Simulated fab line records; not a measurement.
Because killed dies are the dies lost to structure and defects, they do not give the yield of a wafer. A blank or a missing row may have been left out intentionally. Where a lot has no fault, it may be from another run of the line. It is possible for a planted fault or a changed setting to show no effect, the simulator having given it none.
Comparing a struck lot with a sound one :: flow sky130 :: 16 out of 708 route steps
Sound: the wafers L451.4, L451.5, L451.6. Struck: wafer L467.5 (left out: L467.3, a lot-mate that was not struck); the cause follows at the end.
Each step with rows lists, per side, the tool, then ch with its chambers, then its first start. Under that, the readings that differ: sound wafers :: struck wafers :: difference of the means :: sigmas: that difference in standard deviations of wafers without a fault.
alike: a reading whose means differ by less than 2 such deviations, as well as words and numbers matching on both sides. not compared: withheld readings; readings where some wafer has no value; bounds like >300 that might hide an equal value; numbers whose values overlap and for which the record gives no deviation.
Wherever a step has rows on one side only, a row that says differs or no value, or a row with sigmas, the two part there. Non-overlapping numbers with no deviation appear without sigmas and do not part them. A reading missing from all wafers of one side parts the sides only when that side holds two or more wafers.

first, 2 steps without rows for these wafers: SKY_METAL4_PEB_11; SKY_METAL4_DEVELOP_12 (develop time 60 s).
SKY_METAL4_CD_MEAS_13: target cd 300 nm.
  sound on cdSem-01 at day 43 01:20; struck on cdSem-02 at day 47 10:04
  alike: cdNm
SKY_METAL4_OVL_MEAS_14:
  sound on overlay-01 at day 43 01:24; struck on overlay-01 at day 47 10:09
  alike: METAL4_OVL
SKY_METAL4_DESCUM_15: chemistry O2, time 8 s.
  sound on rieMetal-01 ch 0,1, day 43 01:26; struck on rieMetal-03 ch 1, day 47 10:11
  alike: drypumpMotorCurrentA, oesProductAu
  not compared: rfHoursCounterH
SKY_METAL4_ETCH_16: etches BARC in N2/H2, stops on SiO2, time 88.2 s, target depth 60 nm.
  sound on rieMetal-01 ch 0,1, day 43 01:29; struck on rieMetal-03 ch 1, day 47 10:14
  alike: drypumpMotorCurrentA, oesProductAu, throttleValvePct
  not compared: rfHoursCounterH
SKY_METAL4_ETCH_17: etches SiO2 in C4F8/O2/Ar, stops on TiN, time 3.9 s, target depth 15 nm.
  sound on rieDiel-03 ch 0,1,3, day 43 01:33; struck on rieDiel-03 ch 0, day 47 10:18
  alike: oesProductAu
  not compared: rfHoursCounterH
SKY_METAL4_METAL_ETCH_18: etches the open film in Cl2/BCl3, stops on SiO2, target depth 845 nm, time 183.1 s.
  sound on rieMetal-04 ch 0,1, day 43 01:38; struck on rieMetal-01 ch 0, day 47 10:23
  alike: drypumpMotorCurrentA, oesProductAu, throttleValvePct
  not compared: rfHoursCounterH
then, 4 steps without rows for these wafers: SKY_METAL4_STRIP_19 (strips in O2/N2); SKY_METAL4_STRIP_20 (strips in post etch residue remover, time 1200 s); SKY_METAL4_CLEAN_21 (cleans in IPA, time 180 s); SKY_METAL4_CLEAN_22 (cleans in O3/DIW).
SKY_VIA4_HDPCVD_00: deposits SiO2, target thk 1750 nm, time 291.7 s.
  sound on hdpcvd-02 ch 0,1,2, day 43 02:26; struck on hdpcvd-02 ch 1, day 47 11:10
reading: runLengthS (s)
sound: 319.2 319.7 318.6
struck: 265.5
difference: -53.7
sigmas: -93

reading: model.SiO2_of_VIA4_HDPCVD_00.thkNm (nm)
sound: 1769 1753 1746
struck: 1437
difference: -319
sigmas: 
SKY_VIA4_THK_MEAS_01:
  sound on filmMetro-02 at day 43 02:33; struck on filmMetro-01 at day 47 11:22
reading: VIA4_HDPCVD_THK (nm)
sound: 1770 1752 1745
struck: 1436
difference: -320
sigmas: -19
SKY_VIA4_CMP_02: polishes SiO2.
  sound on cmp-01 ch 1,2, day 43 02:35; struck on cmp-02 ch 3, day 47 11:30
  alike: motorCurrentA
after that, 1 step had no rows for these wafers: SKY_PAD_OPEN_PROBE_99.

== WHERE THEY PART ==
First at SKY_VIA4_HDPCVD_00; last, within this record, at SKY_VIA4_THK_MEAS_01. Later steps at which nothing parts them and some readings are alike: SKY_VIA4_CMP_02.

WHY: what the simulator had put in
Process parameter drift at SKY_VIA4_HDPCVD_00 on hdpcvd-02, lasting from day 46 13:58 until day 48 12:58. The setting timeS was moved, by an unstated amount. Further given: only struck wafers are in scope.
